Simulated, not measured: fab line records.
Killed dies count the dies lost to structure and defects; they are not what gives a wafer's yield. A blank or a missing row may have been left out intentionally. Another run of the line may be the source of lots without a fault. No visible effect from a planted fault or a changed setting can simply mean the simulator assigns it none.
fab line records	flow sfq-line
[record] lots = 5	wafers = 23
route steps=325 shown INCOMING@2 M0@32 I0@43 M1@62 I1@80 M2@93
start-h: hours from the record's opening day to when the first of the lot's shown wafers began	wait-h: how many hours have passed since the lot's step before this one	" the same as in the row above	L1.1+2: a row that stands for several wafers	- either no value or no given start	* or withheld: withheld	< > ~ a bound
route shown NAME@n: NAME is a module with steps in the file, n the number in the route of the first one	usual: average and standard deviation across the fault-free wafers	same: alike in all rows	chamber/n: place in a boat	sites: per-site readings	_std_site: standard deviation of those values	_edge_site: the outer-site mean with the inner-site mean subtracted	radius-mm: for every site, how far away it sits from the centre of the wafer	mask NAME#n: copy n	behind: the tool/chamber that last shaped the wafer	hold: what put the lot on hold/how long, in hours/how the hold closed	device: whichever transistor did not switch (one of n, p or np)	end of line: the same wafers' tests at the end of the route	a step with no rows: only its recipe	killed: dies that structure and defects cost at the first sort, which is not the same as the wafer's yield	map: dies across one wafer; x = killed, . = not, _ = none there
set.NAME: the setting that was run; set.NAME@STEP: the one run at that earlier step	model.NAME: the simulator's own value behind a step, which no gauge read
one table per step and one row per wafer, for lots whose settings were changed on purpose
[[steps]]
[step SFQ_TRILAYER_INCOMING_OXIDATION_002]
[recipe] temp-c = 1000	ambient = H2O	target-thk-a = 5000	p-h2o-torr = 720	ox-time-s = 4939
lot.wafer	tool	chamber	start-h	wait-h	set.ox-time-s	model.SiO2_of_TRILAYER_INCOMING_OXIDATION_002.thk-nm
L076.2	-	-	-	0.1	4264	474.7
L076.3	"	-	"	"	4264	467.9
L076.4	"	-	"	"	4264	471.3
L076.5	"	-	"	"	4264	468.9
L076.6	"	-	"	"	4264	476.8
L077.1	-	-	-	0.1	5660	533
L077.2	"	-	"	"	5660	533.8
L077.3	"	-	"	"	5660	534.6
L077.4	"	-	"	"	5660	519.1
L077.6	"	-	"	"	5660	533.1
L079.2	furnace-02	0	35.12	0.1	4939	523.7
L079.4	"	0	"	"	4939	515.1
L079.6	"	0	"	"	4939	521.7
L082.1	-	-	-	0.1	4939	503.5
L082.3	"	-	"	"	4939	504.6
L082.4	"	-	"	"	4939	502.4
L082.5	"	-	"	"	4939	505.1
L082.6	"	-	"	"	4939	508.5
L084.1	-	-	-	0.1	4508	476.1
L084.2	"	-	"	"	4508	477.1
L084.3	"	-	"	"	4508	472.9
L084.4	"	-	"	"	4508	480
L084.5	"	-	"	"	4508	478.8
[step SFQ_TRILAYER_M0_LITHO_COAT_026]
[recipe] resist = BARC	spin-rpm = 3000	resist-thk-nm = 62
lot.wafer	tool	chamber	start-h	wait-h	set.resist-thk-nm	model.BARC_of_TRILAYER_M0_LITHO_COAT_026.thk-nm
L076.2	litho-track-03	0	165.64	0.1	62	62.15
L076.3	"	0	"	"	62	62.3
L076.4	"	0	"	"	62	62.18
L076.5	"	0	"	"	62	62.25
L076.6	"	0	"	"	62	62.16
L077.1	litho-track-04	0	177.59	0.1	64.16	64.04
L077.2	"	0	"	"	62	61.84
L077.3	"	0	"	"	62	61.68
L077.4	"	0	"	"	62	61.64
L077.6	"	0	"	"	64.16	63.77
L079.2	litho-track-01	0	194.44	0.1	62	62.21
L079.4	"	0	"	"	62	62.06
L079.6	"	0	"	"	62	62.15
L082.1	litho-track-03	0	221.41	0.1	62	62.14
L082.3	"	0	"	"	62	62.16
L082.4+5	"	0	"	"	59.83	60.07
L082.6	"	0	"	"	62	62.38
L084.1	litho-track-01	0	233.99	0.1	62	62.27
L084.2	"	0	"	"	62	62.35
L084.3	"	0	"	"	65.26	65.63
L084.4	"	0	"	"	65.26	65.58
L084.5	"	0	"	"	65.26	65.48
[step SFQ_TRILAYER_M0_LITHO_PEB_024]
[recipe] peb-temp-c = 115	peb-time-s = 60	resist = KrF
lot.wafer	tool	chamber	start-h	wait-h	set.peb-time-s
L076.2+6	litho-track-03	0	167.57	0.8	60
L076.3+4+5	"	0	"	"	52.61
L077.1+4	litho-track-01	0	179.54	1.0	55.04
L077.2+3+6	"	0	"	"	60
L079.2+4+6	litho-track-01	0	197.99	0.8	60
L082.1+5	litho-track-04	0	232.27	1.0	65.37
L082.3+4+6	"	0	"	"	60
L084.1+2+5	litho-track-04	0	246.67	1.0	60
L084.3+4	"	0	"	"	66.15
[step SFQ_TRILAYER_M0_LITHO_DEVELOP_023]
[recipe] time-s = 60	resist = KrF
[step SFQ_TRILAYER_M0_BARC_OPEN_METAL_ETCH_031]
[recipe] mask-material = PR	chemistry = O2	target-depth-nm = 125	target = BARC	icp-w = 600	bias-w = 80	pressure-mtorr = 10	time-s = 41.7
lot.wafer	tool	chamber	start-h	wait-h	set.resist-thk-nm@TRILAYER_M0_LITHO_COAT_026	set.peb-time-s@TRILAYER_M0_LITHO_PEB_024	model.M0.cd-nm	model.etch.depth-nm
L076.2	rie-metal-04	1	167.88	0.0	62	60	500.4	-
L076.3	"	0	"	"	62	52.61	518.4	62.3
L076.4	"	1	"	"	62	52.61	520.3	-
L076.5	"	0	"	"	62	52.61	518.4	62.25
L076.6	"	1	"	"	62	60	501.1	62.16
L077.1	rie-metal-03	1	179.88	0.0	64.16	55.04	513.3	64.04
L077.2	"	0	"	"	62	60	499.9	61.84
L077.3	"	0	"	"	62	60	499.2	-
L077.4	"	1	"	"	62	55.04	512.8	-
L077.6	"	0	"	"	64.16	60	497.9	-
L079.2	rie-metal-03	0	198.30	0.0	62	60	498.7	62.21
L079.4	"	1	"	"	62	60	500.8	62.06
L079.6	"	0	"	"	62	60	499.6	62.15
L082.1	rie-metal-03	1	232.61	0.0	62	65.37	491.9	62.14
L082.3	"	1	"	"	62	60	503.3	62.16
L082.4	"	0	"	"	59.83	60	501	60.07
L082.5	"	0	"	"	59.83	65.37	488.6	60.07
L082.6	"	1	"	"	62	60	503	62.38
L084.1	rie-metal-04	1	247.01	0.0	62	60	501.7	-
L084.2	"	0	"	"	62	60	499.6	-
L084.3	"	0	"	"	65.26	66.15	487.9	65.63
L084.4	"	1	"	"	65.26	66.15	487.5	65.58
L084.5	"	1	"	"	65.26	60	502.4	-
[step SFQ_TRILAYER_M0_ETCH_METAL_ETCH_024]
[recipe] target = Nb	stop-on = SiO2	mask-material = PR	chemistry = Cl2/Ar	target-depth-nm = 240	icp-w = 600	bias-w = 80	pressure-mtorr = 10	time-s = 120
lot.wafer	tool	chamber	start-h	wait-h	set.peb-time-s@TRILAYER_M0_LITHO_PEB_024	model.M0.cd-nm
L076.2	rie-metal-04	1	167.94	0.0	60	500.7
L076.3	"	0	"	"	52.61	519.9
L076.4+5	"	1,0	"	"	52.61	521
L076.6	"	1	"	"	60	502.3
L077.1	rie-metal-03	1	179.94	0.0	55.04	513.1
L077.2	"	0	"	"	60	499.8
L077.3	"	0	"	"	60	500.2
L077.4	"	1	"	"	55.04	513.5
L077.6	"	0	"	"	60	498.6
L079.2	rie-metal-03	0	198.36	0.0	60	498.7
L079.4	"	1	"	"	60	500.7
L079.6	"	0	"	"	60	498.9
L082.1	rie-metal-03	1	232.67	0.0	65.37	494
L082.3	"	1	"	"	60	504.9
L082.4	"	0	"	"	60	500.8
L082.5	"	0	"	"	65.37	490
L082.6	"	1	"	"	60	503.6
L084.1	rie-metal-04	1	247.07	0.0	60	501.1
L084.2	"	0	"	"	60	502.7
L084.3	"	0	"	"	66.15	489.7
L084.4	"	1	"	"	66.15	485.9
L084.5	"	1	"	"	60	500.8
[step SFQ_TRILAYER_I0_DEP_PECVD_027]
[recipe] material = SiO2	temp-c = 150	time-s = 111.11	pressure-torr = 2.4	rf-w = 183.3	precursor = SiH4/N2O	target-thk-nm = 500
lot.wafer	tool	chamber	start-h	wait-h	set.time-s	model.SiO2_of_TRILAYER_I0_DEP_PECVD_027.thk-nm
L076.2	pecvd-02	2	168.85	0.0	126.9	564.6
L076.3	"	0	"	"	111.11	494.5
L076.4	"	0	"	"	111.11	505.6
L076.5	"	1	"	"	126.9	571.4
L076.6	"	2	"	"	111.11	502.3
L077.1	pecvd-04	0	180.85	0.0	120	549.4
L077.2	"	2	"	"	120	534.9
L077.3	"	1	"	"	111.11	511
L077.4	"	0	"	"	120	553.6
L077.6	"	2	"	"	111.11	503.3
L079.2	pecvd-04	2	199.43	0.0	111.11	495.6
L079.4	"	2	"	"	111.11	502
L079.6	"	0	"	"	111.11	518
L082.1	pecvd-02	2	233.57	0.0	101.9	458
L082.3	"	1	"	"	101.9	457.8
L082.4	"	1	"	"	101.9	462.8
L082.5	"	0	"	"	111.11	506.9
L082.6	"	2	"	"	111.11	508.5
L084.1	pecvd-02	1	247.97	0.0	111.11	495.9
L084.2	"	2	"	"	111.11	494.5
L084.3	"	0	"	"	103.7	468.9
L084.4	"	2	"	"	111.11	498.6
L084.5	"	0	"	"	103.7	474.8
[step SFQ_TRILAYER_I0_CMP_CMP_028]
[recipe] material = SiO2	down-force-psi = 3	platen-rpm = 60	pad-velocity-m-s = 0.94248
[usual] time-to-endpoint-s = 222/8.3
lot.wafer	tool	chamber	start-h	wait-h	set.time-s@TRILAYER_I0_DEP_PECVD_027	time-to-endpoint-s
L076.3	cmp-01	2	173.25	4.4	111.11	205
L076.4	"	3	"	"	111.11	222
L076.2	"	0	"	"	126.9	256
L076.5	"	2	175.25	6.3	126.9	263
L076.6	"	3	"	"	111.11	221
L077.2	cmp-02	3	180.93	0.0	120	253
L077.3	"	0	"	"	111.11	220
L077.1	"	1	"	"	120	264
L077.4	"	2	"	"	120	263
L077.6	"	0	183.43	2.5	111.11	222
L079.4	cmp-02	3	199.62	0.1	111.11	221
L079.2	"	2	201.12	1.6	111.11	218
L079.6	"	0	202.12	2.6	111.11	239
L082.4	cmp-02	0	239.05	5.4	101.9	186
L082.1	"	2	240.05	6.4	101.9	190
L082.3	"	3	"	"	101.9	195
L082.5	"	0	"	"	111.11	221
L082.6	"	1	"	"	111.11	230
L084.1	cmp-01	2	252.57	4.6	111.11	213
L084.3	"	3	"	"	103.7	201
L084.2	"	0	"	"	111.11	212
L084.4	"	1	"	"	111.11	215
L084.5	"	3	255.07	7.0	103.7	200
[step SFQ_TRILAYER_I0_VIA_LITHO_COAT_036]
[recipe] resist = BARC	spin-rpm = 3000	resist-thk-nm = 62
lot.wafer	tool	chamber	start-h	wait-h	set.resist-thk-nm	model.BARC_of_TRILAYER_I0_VIA_LITHO_COAT_036.thk-nm
L076.2	litho-track-01	0	177.62	0.8	64.36	64.06
L076.3	"	0	"	"	62	61.78
L076.4	"	0	"	"	64.36	64.01
L076.5	"	0	"	"	64.36	63.99
L076.6	"	0	"	"	62	61.76
L077.1	litho-track-04	0	185.25	1.0	58.71	58.66
L077.2	"	0	"	"	58.71	58.73
L077.3	"	0	"	"	58.71	58.42
L077.4	"	0	"	"	62	61.93
L077.6	"	0	"	"	62	61.94
L079.2	litho-track-02	0	203.99	0.8	62	61.94
L079.4	"	0	"	"	62	61.78
L079.6	"	0	"	"	62	61.76
L082.1	litho-track-02	0	243.49	1.1	62	62.03
L082.3	"	0	"	"	62	61.85
L082.4	"	0	"	"	62	61.75
L082.5	"	0	"	"	62	61.81
L082.6	"	0	"	"	62	61.71
L084.1	litho-track-02	0	256.89	1.0	62	61.85
L084.2	"	0	"	"	64.43	64.41
L084.3	"	0	"	"	64.43	64.31
L084.4	"	0	"	"	64.43	64.25
L084.5	"	0	"	"	62	62.07
[step SFQ_TRILAYER_M1_LITHO_COAT_044]
[recipe] resist = BARC	spin-rpm = 3000	resist-thk-nm = 62
lot.wafer	tool	chamber	start-h	wait-h	set.resist-thk-nm	model.BARC_of_TRILAYER_M1_LITHO_COAT_044.thk-nm
L076.2	litho-track-04	0	280.24	0.1	62	61.94
L076.3	"	0	"	"	62	61.7
L076.4+5	"	0	"	"	59.88	59.83
L076.6	"	0	"	"	59.88	59.54
L077.1	litho-track-03	0	291.00	0.1	62	61.84
L077.2	"	0	"	"	62	61.92
L077.3	"	0	"	"	59.36	59.4
L077.4	"	0	"	"	59.36	59.6
L077.6	"	0	"	"	59.36	59.37
L079.2	litho-track-03	0	315.46	0.1	62	61.67
L079.4	"	0	"	"	62	61.79
L079.6	"	0	"	"	62	61.76
L082.1	litho-track-04	0	347.81	0.1	62	61.86
L082.3	"	0	"	"	61.05	60.82
L082.4	"	0	"	"	62	61.81
L082.5	"	0	"	"	62	61.82
L082.6	"	0	"	"	61.05	60.93
L084.1	litho-track-03	0	357.41	0.1	63.35	63.59
L084.2	"	0	"	"	62	62
L084.3	"	0	"	"	63.35	63.39
L084.4	"	0	"	"	62	62.21
L084.5	"	0	"	"	63.35	63.35
[step SFQ_TRILAYER_M1_LITHO_COAT_039]
[recipe] resist = KrF	spin-rpm = 3000	resist-thk-nm = 600
[step SFQ_TRILAYER_M1_LITHO_SOFTBAKE_043]
[recipe] temp-c = withheld	time-s = withheld	resist = KrF
[step SFQ_TRILAYER_M1_LITHO_DEVELOP_041]
[recipe] time-s = 60	resist = KrF
[step SFQ_TRILAYER_M1_BARC_OPEN_METAL_ETCH_054]
[recipe] mask-material = PR	chemistry = O2	target-depth-nm = 125	target = BARC	icp-w = 600	bias-w = 80	pressure-mtorr = 10	time-s = 41.7
lot.wafer	tool	chamber	start-h	wait-h	set.resist-thk-nm@TRILAYER_M1_LITHO_COAT_044	model.etch.depth-nm
L076.2	rie-metal-03	1	294.14	0.0	62	-
L076.3	"	0	"	"	62	61.7
L076.4	"	1	"	"	59.88	-
L076.5	"	0	"	"	59.88	59.83
L076.6	"	1	"	"	59.88	59.54
L077.1	rie-metal-02	0	299.69	0.0	62	61.84
L077.2	"	1	"	"	62	61.92
L077.3+4+6	"	0,1,0	"	"	59.36	-
L079.2	rie-metal-01	1	325.68	0.0	62	61.67
L079.4	"	1	"	"	62	61.79
L079.6	"	1	"	"	62	61.76
L082.1	rie-metal-03	1	366.42	0.0	62	61.86
L082.3	"	1	"	"	61.05	60.82
L082.4	"	0	"	"	62	61.81
L082.5	"	0	"	"	62	61.82
L082.6	"	1	"	"	61.05	60.93
L084.1+5	rie-metal-02	0	371.32	0.0	63.35	-
L084.2	"	1	"	"	62	-
L084.3	"	0	"	"	63.35	63.39
L084.4	"	1	"	"	62	62.21
[step SFQ_TRILAYER_M1_ETCH_METAL_ETCH_042]
[recipe] target = Nb	stop-on = SiO2	mask-material = PR	chemistry = Cl2/Ar	target-depth-nm = 240	icp-w = 600	bias-w = 80	pressure-mtorr = 10	time-s = 120
lot.wafer	tool	chamber	start-h	wait-h	set.time-s	model.KrF_of_TRILAYER_M1_LITHO_COAT_039.thk-nm
L076.2	rie-metal-03	1	294.20	0.0	113.8	380.6
L076.3	"	0	"	"	120	378.2
L076.4	"	1	"	"	120	374.9
L076.5	"	0	"	"	120	378.9
L076.6	"	1	"	"	113.8	381.8
L077.1	rie-metal-02	0	299.75	0.0	120	380.8
L077.2	"	1	"	"	120	383.2
L077.3	"	0	"	"	120	379.9
L077.4	"	1	"	"	120	382.1
L077.6	"	0	"	"	120	382.9
L079.2	rie-metal-01	1	325.74	0.0	120	371.5
L079.4	"	1	"	"	120	373.2
L079.6	"	1	"	"	120	375.3
L082.1	rie-metal-03	1	366.48	0.0	120	384.2
L082.3	"	1	"	"	110.9	391.7
L082.4	"	0	"	"	110.9	394.5
L082.5	"	0	"	"	110.9	393.8
L082.6	"	1	"	"	120	379.1
L084.1	rie-metal-02	0	371.38	0.0	135.4	362.5
L084.2	"	1	"	"	120	377.7
L084.3	"	0	"	"	135.4	362.1
L084.4	"	1	"	"	120	378.3
L084.5	"	0	"	"	120	379.9
[step SFQ_TRILAYER_I1_VIA_LITHO_EXPOSE_050]
[recipe] mask-id = I1	na = 0.6	source-shape = conventional	sigma-outer = 0.65	target-cd-nm = 500	dose-mj = 21.3
lot.wafer	tool	chamber	start-h	wait-h	mask	set.dose-mj
L076.2+5	krf-scanner-01	0	425.65	-	I1#0	20.84
L076.3+4+6	"	0	"	"	I1#0	21.3
L077.1+2+6	krf-scanner-01	0	438.65	-	I1#0	21.3
L077.3+4	"	0	"	"	I1#0	20.72
L079.2+4+6	krf-scanner-02	0	447.37	-	I1#0	21.3
L082.1+3+4	krf-scanner-02	0	520.18	-	I1#0	22.06
L082.5+6	"	0	"	"	I1#0	21.3
L084.1+3+4	krf-scanner-02	0	536.98	-	I1#0	21.3
L084.2+5	"	0	"	"	I1#0	22.78
[step SFQ_TRILAYER_I1_VIA_LITHO_PEB_052]
[recipe] peb-temp-c = 115	peb-time-s = 60	resist = KrF
[step SFQ_TRILAYER_I1_VIA_LITHO_DEVELOP_051]
[recipe] time-s = 60	resist = KrF
[step SFQ_TRILAYER_I1_VIA_BARC_OPEN_VIA_ETCH_071]
[recipe] mask-material = PR	chemistry = O2	target-depth-nm = 125	target = BARC	source-w = 511.5	bias-w = 80	pressure-mtorr = 30	time-s = 41.7
lot.wafer	tool	chamber	start-h	wait-h	set.dose-mj@TRILAYER_I1_VIA_LITHO_EXPOSE_050	model.I1.cd-nm
L076.2	rie-diel-01	2	426.99	0.0	20.84	498.5
L076.3	"	3	"	"	21.3	502.8
L076.4	"	0	"	"	21.3	500.1
L076.5	"	1	"	"	20.84	497.8
L076.6	"	0	"	"	21.3	501.3
L077.1	rie-diel-01	1	440.19	0.0	21.3	498.9
L077.2	"	3	"	"	21.3	499.6
L077.3	"	0	"	"	20.72	493.9
L077.4	"	2	"	"	20.72	492.7
L077.6	"	0	"	"	21.3	498.4
L079.2	rie-diel-03	0	448.71	0.0	21.3	501
L079.4	"	2	"	"	21.3	500.1
L079.6	"	1	"	"	21.3	499.4
L082.1	rie-diel-03	3	521.72	0.0	22.06	508
L082.3	"	0	"	"	22.06	508.3
L082.4	"	1	"	"	22.06	505.9
L082.5	"	1	"	"	21.3	499.1
L082.6	"	0	"	"	21.3	502.5
L084.1	rie-diel-01	3	538.52	0.0	21.3	499.1
L084.2	"	2	"	"	22.78	508.5
L084.3	"	0	"	"	21.3	498.5
L084.4	"	0	"	"	21.3	499.4
L084.5	"	2	"	"	22.78	509.4
[step SFQ_TRILAYER_M2_LITHO_COAT_057]
[recipe] resist = KrF	spin-rpm = 3000	resist-thk-nm = 600
lot.wafer	tool	chamber	start-h	wait-h	set.spin-rpm	model.KrF_of_TRILAYER_M2_LITHO_COAT_057.thk-nm
L076.2	litho-track-01	0	428.56	0.2	3000	603.2
L076.3	"	0	"	"	3000	602
L076.4	"	0	"	"	3000	601.9
L076.5+6	"	0	"	"	3000	601.6
L077.1	litho-track-01	0	441.73	0.2	3000	600.9
L077.2	"	0	"	"	3123	588.1
L077.3	"	0	"	"	3123	588.9
L077.4	"	0	"	"	3000	600.6
L077.6	"	0	"	"	3123	589
L079.2	litho-track-04	0	450.30	0.2	3000	599.2
L079.4	"	0	"	"	3000	597.3
L079.6	"	0	"	"	3000	599.6
L082.1	litho-track-04	0	523.84	0.2	2921	606.2
L082.3	"	0	"	"	2921	607.3
L082.4	"	0	"	"	3000	599.8
L082.5	"	0	"	"	3000	600.5
L082.6	"	0	"	"	3000	597.3
L084.1	litho-track-04	0	540.06	0.2	3105	586.1
L084.2	"	0	"	"	3105	588.9
L084.3	"	0	"	"	3000	597.2
L084.4	"	0	"	"	3000	597.9
L084.5	"	0	"	"	3105	585.6
[step SFQ_TRILAYER_M2_LITHO_PEB_060]
[recipe] peb-temp-c = 115	peb-time-s = 60	resist = KrF
lot.wafer	tool	chamber	start-h	wait-h	set.peb-temp-c
L076.2+4+6	litho-track-04	0	594.65	0.8	113.3
L076.3+5	"	0	"	"	115
L077.1+6	litho-track-03	0	607.95	1.0	111.6
L077.2+3+4	"	0	"	"	115
L079.2+4+6	litho-track-04	0	622.63	0.8	115
L082.1+3+4+5+6	litho-track-04	0	691.59	1.0	115
L084.1+4+5	litho-track-04	0	709.18	1.0	116.2
L084.2+3	"	0	"	"	115
[step SFQ_TRILAYER_M2_LITHO_DEVELOP_059]
[recipe] time-s = 60	resist = KrF
[step SFQ_TRILAYER_M2_BARC_OPEN_METAL_ETCH_077]
[recipe] mask-material = PR	chemistry = O2	target-depth-nm = 125	target = BARC	icp-w = 600	bias-w = 80	pressure-mtorr = 10	time-s = 41.7
lot.wafer	tool	chamber	start-h	wait-h	set.spin-rpm@TRILAYER_M2_LITHO_COAT_057	set.peb-temp-c@TRILAYER_M2_LITHO_PEB_060	model.M2.cd-nm	model.KrF_of_TRILAYER_M2_LITHO_COAT_057.thk-nm
L076.2	rie-metal-04	0	594.97	0.0	3000	113.3	533.2	526.5
L076.3	"	1	"	"	3000	115	500.3	524.7
L076.4	"	0	"	"	3000	113.3	532.5	525.7
L076.5	"	1	"	"	3000	115	500.4	524
L076.6	"	0	"	"	3000	113.3	532.2	524.8
L077.1	rie-metal-04	1	608.29	0.0	3000	111.6	570.9	523.4
L077.2	"	0	"	"	3123	115	498.5	511.1
L077.3	"	1	"	"	3123	115	499.5	511.6
L077.4	"	0	"	"	3000	115	499.5	523.8
L077.6	"	0	"	"	3123	111.6	570.6	512.1
L079.2	rie-metal-03	0	622.94	0.0	3000	115	501.2	520.7
L079.4	"	1	"	"	3000	115	500.9	519.1
L079.6	"	1	"	"	3000	115	501.2	521.1
L082.1	rie-metal-03	0	691.93	0.0	2921	115	502	528.7
L082.3	"	1	"	"	2921	115	500.8	529.4
L082.4	"	0	"	"	3000	115	501.8	522.6
L082.5	"	0	"	"	3000	115	502.7	523
L082.6	"	1	"	"	3000	115	500.6	519.8
L084.1	rie-metal-01	1	709.52	0.0	3105	116.2	478.3	508.3
L084.2	"	0	"	"	3105	115	498	512.1
L084.3	"	0	"	"	3000	115	499.2	520.3
L084.4	"	1	"	"	3000	116.2	478	520.4
L084.5	"	0	"	"	3105	116.2	477.1	508.9
[step SFQ_TRILAYER_M2_ETCH_METAL_ETCH_060]
[recipe] target = Nb	stop-on = SiO2	mask-material = PR	chemistry = Cl2/Ar	target-depth-nm = 240	icp-w = 600	bias-w = 80	pressure-mtorr = 10	time-s = 118.4
lot.wafer	tool	chamber	start-h	wait-h	set.spin-rpm@TRILAYER_M2_LITHO_COAT_057	model.KrF_of_TRILAYER_M2_LITHO_COAT_057.thk-nm
L076.2	rie-metal-04	0	595.02	0.0	3000	387.4
L076.3	"	1	"	"	3000	383.3
L076.4	"	0	"	"	3000	386.8
L076.5	"	1	"	"	3000	382.1
L076.6	"	0	"	"	3000	385.8
L077.1	rie-metal-04	1	608.35	0.0	3000	382.8
L077.2	"	0	"	"	3123	372.6
L077.3	"	1	"	"	3123	372.7
L077.4	"	0	"	"	3000	385.1
L077.6	"	0	"	"	3123	373.6
L079.2	rie-metal-03	0	623.00	0.0	3000	378.1
L079.4	"	1	"	"	3000	376.1
L079.6	"	1	"	"	3000	378.3
L082.1	rie-metal-03	0	691.98	0.0	2921	388.4
L082.3	"	1	"	"	2921	387.2
L082.4	"	0	"	"	3000	381.8
L082.5	"	0	"	"	3000	382
L082.6	"	1	"	"	3000	377.9
L084.1	rie-metal-01	1	709.58	0.0	3105	366.8
L084.2	"	0	"	"	3105	374.2
L084.3	"	0	"	"	3000	383.1
L084.4	"	1	"	"	3000	378.2
L084.5	"	0	"	"	3105	370.8
[[key]]
[split] step = SFQ_TRILAYER_INCOMING_OXIDATION_002	setting = ox-time-s	stated = 4939	by = lot
[response] step = SFQ_TRILAYER_INCOMING_OXIDATION_002	reading = model.SiO2_of_TRILAYER_INCOMING_OXIDATION_002.thk-nm	change = +2.22	per = 1%	r = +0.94
[split] step = SFQ_TRILAYER_M0_LITHO_COAT_026	setting = resist-thk-nm	stated = 62	by = wafer
[response] step = SFQ_TRILAYER_M0_LITHO_COAT_026	reading = model.BARC_of_TRILAYER_M0_LITHO_COAT_026.thk-nm	change = +0.62	per = 1%	r = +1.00
[response] step = SFQ_TRILAYER_M0_BARC_OPEN_METAL_ETCH_031	reading = model.etch.depth-nm	change = +0.62	per = 1%	r = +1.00
[split] step = SFQ_TRILAYER_M0_LITHO_PEB_024	setting = peb-time-s	stated = 60	by = wafer
[response] step = SFQ_TRILAYER_M0_BARC_OPEN_METAL_ETCH_031	reading = model.M0.cd-nm	change = -1.46	per = 1%	r = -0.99
[response] step = SFQ_TRILAYER_M0_ETCH_METAL_ETCH_024	reading = model.M0.cd-nm	change = -1.45	per = 1%	r = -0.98
[split] step = SFQ_TRILAYER_I0_DEP_PECVD_027	setting = time-s	stated = 111.11	by = wafer
[response] step = SFQ_TRILAYER_I0_DEP_PECVD_027	reading = model.SiO2_of_TRILAYER_I0_DEP_PECVD_027.thk-nm	change = +4.82	per = 1%	r = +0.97
[response] step = SFQ_TRILAYER_I0_CMP_CMP_028	reading = time-to-endpoint-s	change = *	per = 1%	r = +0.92
[split] step = SFQ_TRILAYER_I0_VIA_LITHO_COAT_036	setting = resist-thk-nm	stated = 62	by = wafer
[response] step = SFQ_TRILAYER_I0_VIA_LITHO_COAT_036	reading = model.BARC_of_TRILAYER_I0_VIA_LITHO_COAT_036.thk-nm	change = +0.612	per = 1%	r = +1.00
[split] step = SFQ_TRILAYER_M1_LITHO_COAT_044	setting = resist-thk-nm	stated = 62	by = wafer
[response] step = SFQ_TRILAYER_M1_LITHO_COAT_044	reading = model.BARC_of_TRILAYER_M1_LITHO_COAT_044.thk-nm	change = +0.591	per = 1%	r = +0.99
[response] step = SFQ_TRILAYER_M1_BARC_OPEN_METAL_ETCH_054	reading = model.etch.depth-nm	change = +0.587	per = 1%	r = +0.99
[split] step = SFQ_TRILAYER_M1_ETCH_METAL_ETCH_042	setting = time-s	stated = 120	by = wafer
[response] step = SFQ_TRILAYER_M1_ETCH_METAL_ETCH_042	reading = model.KrF_of_TRILAYER_M1_LITHO_COAT_039.thk-nm	change = -1.28	per = 1%	r = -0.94
[split] step = SFQ_TRILAYER_I1_VIA_LITHO_EXPOSE_050	setting = dose-mj	stated = 21.3	by = wafer
[response] step = SFQ_TRILAYER_I1_VIA_BARC_OPEN_VIA_ETCH_071	reading = model.I1.cd-nm	change = +1.57	per = 1%	r = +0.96
[split] step = SFQ_TRILAYER_M2_LITHO_COAT_057	setting = spin-rpm	stated = 3000	by = wafer
[response] step = SFQ_TRILAYER_M2_LITHO_COAT_057	reading = model.KrF_of_TRILAYER_M2_LITHO_COAT_057.thk-nm	change = -2.97	per = 1%	r = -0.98
[response] step = SFQ_TRILAYER_M2_BARC_OPEN_METAL_ETCH_077	reading = model.KrF_of_TRILAYER_M2_LITHO_COAT_057.thk-nm	change = -2.94	per = 1%	r = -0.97
[response] step = SFQ_TRILAYER_M2_ETCH_METAL_ETCH_060	reading = model.KrF_of_TRILAYER_M2_LITHO_COAT_057.thk-nm	change = -2.76	per = 1%	r = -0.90
[split] step = SFQ_TRILAYER_M2_LITHO_PEB_060	setting = peb-temp-c	stated = 115	by = wafer
[response] step = SFQ_TRILAYER_M2_BARC_OPEN_METAL_ETCH_077	reading = model.M2.cd-nm	change = -23.4	per = 1%	r = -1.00
